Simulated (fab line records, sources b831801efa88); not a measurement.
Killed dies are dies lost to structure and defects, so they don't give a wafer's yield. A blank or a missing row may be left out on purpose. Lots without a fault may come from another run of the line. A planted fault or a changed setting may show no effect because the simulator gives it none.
One fault seen from 2 desks | flow gf180mcu | each desk has only its own numbers; what lay behind them comes last

THE TOOL OWNER'S DESK: implanter-01
The tool's own readings at GF_PSD_IMPLANT_09: means of the sampled wafers that have a number, for each lot that ran on this tool. A lot is out of limits, marked OUT, if its mean lies more than 4 standard deviations from the usual mean; the brackets give that distance.
Columns: A = beam_on_s at GF_PSD_IMPLANT_09, usual 10.00 s; B = dose_ions_cm2 at GF_PSD_IMPLANT_09, usual 1.5002e+15; C = end_station_pressure_torr at GF_PSD_IMPLANT_09, usual 1.18e-05 Torr; D = faraday_current_uA at GF_PSD_IMPLANT_09, usual 8245
lot  | first seen here | A               | B          | C                          | D
L323 | day 14 20:45    | 9.90            | 1.5007e+15 | 1.17e-05                   | 8359
L324 | day 15 07:54    | 10.20           | 1.4999e+15 | 1.15e-05                   | 8075
L326 | day 15 18:46    | 9.99            | 1.5004e+15 | 1.11e-05                   | 8254
L332 | day 17 12:05    | 10.07           | 1.4978e+15 | 1.18e-05                   | 8180
L338 | day 19 22:11    | 13.96 (+19) OUT | 1.5026e+15 | 1.07e-04 (+99 or more) OUT | 6121 (-12) OUT
L339 | day 20 09:09    | 13.81 (+18) OUT | 1.5009e+15 | 1.07e-04 (+99 or more) OUT | 6172 (-12) OUT
This desk's finding: out of limits on L338, L339; first on L338, day 19 22:11 (beam_on_s at GF_PSD_IMPLANT_09). In limits: L323, L324, L326, L332.

THE METROLOGY DESK
What the gauges read, lot by lot, whatever tool the lot ran on: means of the sampled wafers that have a number. A lot is out of limits, marked OUT, if its mean lies more than 4 standard deviations from the usual mean; the brackets give that distance.
Columns: A = DNWELL_TW at GF_DNWELL_TW_MEAS_09, usual 1361; B = PSD_TW at GF_PSD_TW_MEAS_11, usual 3200; C = PSD_RS at GF_PSD_RS_MEAS_15, usual 108.57 ohm/sq; D = V1_CVD_02_THK at GF_V1_THK_MEAS_03, usual 853 nm
lot  | first seen here | A    | B               | C                | D
L323 | day 3 05:37     | 1349 | 3179            | 108.36           | 861
L324 | day 3 11:26     | 1360 | 3181            | 108.49           | 848
L326 | day 3 21:28     | 1347 | 3227            | 108.36           | 844
L329 | day 4 13:43     | 1347 | 3182            | 108.59           | 862
L332 | day 4 22:32     | 1354 | 3224            | 108.96           | 855
L333 | day 5 06:13     | 1341 | 3183            | 108.45           | 836
L338 | day 6 07:55     | 1367 | 3398 (+9.0) OUT | 102.80 (-22) OUT | 850
L339 | day 6 13:05     | 1380 | 3380 (+8.2) OUT | 103.26 (-20) OUT | 849
L341 | day 6 22:31     | 1352 | 3214            | 108.71           | 846
L343 | day 7 10:46     | 1371 | 3216            | 108.26           | 839
L344 | day 7 15:14     | 1370 | 3211            | 108.23           | 864
This desk's finding: out of limits on L338, L339; first on L338, day 19 22:26 (PSD_TW at GF_PSD_TW_MEAS_11). In limits: L323, L324, L326, L329, L332, L333, L341, L343, L344.

PUT TOGETHER
The tool owner's desk could have raised an alarm at day 19 22:11, on L338, L339.
The metrology desk could have raised an alarm at day 19 22:26, on L338, L339.
Of the lots named, all ran GF_PSD_IMPLANT_09 on implanter-01.

WHAT THE SIMULATOR HAD PUT IN
Process parameter drift: implanter-01, from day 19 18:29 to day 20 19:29, at GF_PSD_IMPLANT_09. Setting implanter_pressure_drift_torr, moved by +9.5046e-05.
Process parameter drift: implanter-01, from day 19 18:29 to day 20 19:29, at GF_PSD_IMPLANT_09. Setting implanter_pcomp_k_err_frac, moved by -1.
Lots struck among those shown: L338, L339.
Hours from the fault's start to each desk's first reading out of limits: the tool owner's desk, 4; the metrology desk, 4.
